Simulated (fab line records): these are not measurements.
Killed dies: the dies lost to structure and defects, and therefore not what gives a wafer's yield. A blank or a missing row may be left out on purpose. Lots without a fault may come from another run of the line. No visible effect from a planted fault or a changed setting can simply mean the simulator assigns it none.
Chamber matching || flow gf180mcu || 3 sister chambers for GF_CONTACT_CVD_02 on pecvd-03
The step deposits SiO2 from TEOS, target thk 860 nm, time 95.992 s. 3 wafers are shown with their chamber, then 7 later ones without.

EACH WAFER AND ITS CHAMBER
{"wafer": "L696.1", "chamber": 1, "heater power w (W)": 843}
{"wafer": "L696.2", "chamber": 2, "heater power w (W)": 618}
{"wafer": "L698.4", "chamber": 0, "heater power w (W)": 591}

WAFERS WHOSE CHAMBER IS MISSING
{"wafer": "L698.5", "heater power w (W)": 872}
{"wafer": "L706.1", "heater power w (W)": 605}
{"wafer": "L706.2", "heater power w (W)": 722}
{"wafer": "L706.3", "heater power w (W)": 849}
{"wafer": "L708.1", "heater power w (W)": 843}
{"wafer": "L708.2", "heater power w (W)": 641}
{"wafer": "L708.4", "heater power w (W)": 669}

WHICH CHAMBER EACH WENT THROUGH
{"wafer": "L698.5", "from the rows above": 1, "in truth": 1}
{"wafer": "L706.1", "from the rows above": "can't be placed: 2 or 0", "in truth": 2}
{"wafer": "L706.2", "from the rows above": "can't be placed: 2 or 1 or 0", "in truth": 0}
{"wafer": "L706.3", "from the rows above": 1, "in truth": 1}
{"wafer": "L708.1", "from the rows above": 1, "in truth": 1}
{"wafer": "L708.2", "from the rows above": "can't be placed: 2 or 0", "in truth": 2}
{"wafer": "L708.4", "from the rows above": "can't be placed: 2 or 0", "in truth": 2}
Placed correctly: 3 of 7. Unplaceable from these rows: 4, with the true chamber sitting among the candidates in 4. 0 placed wrongly.
How it was worked out, from the rows above alone: a wafer's distance from a chamber is the root of the sum, over the readings, of the square of ((its reading less the chamber's mean) divided by the reading's scatter). If the next closest chamber is less than 2 further off than the closest, the wafer can't be placed; otherwise it belongs to the closest. Each chamber's mean is taken over the wafers shown for it. The scatter (one wafer shown for each chamber): square how far every hidden wafer sits from the nearest shown wafer, average those squares and take the square root.
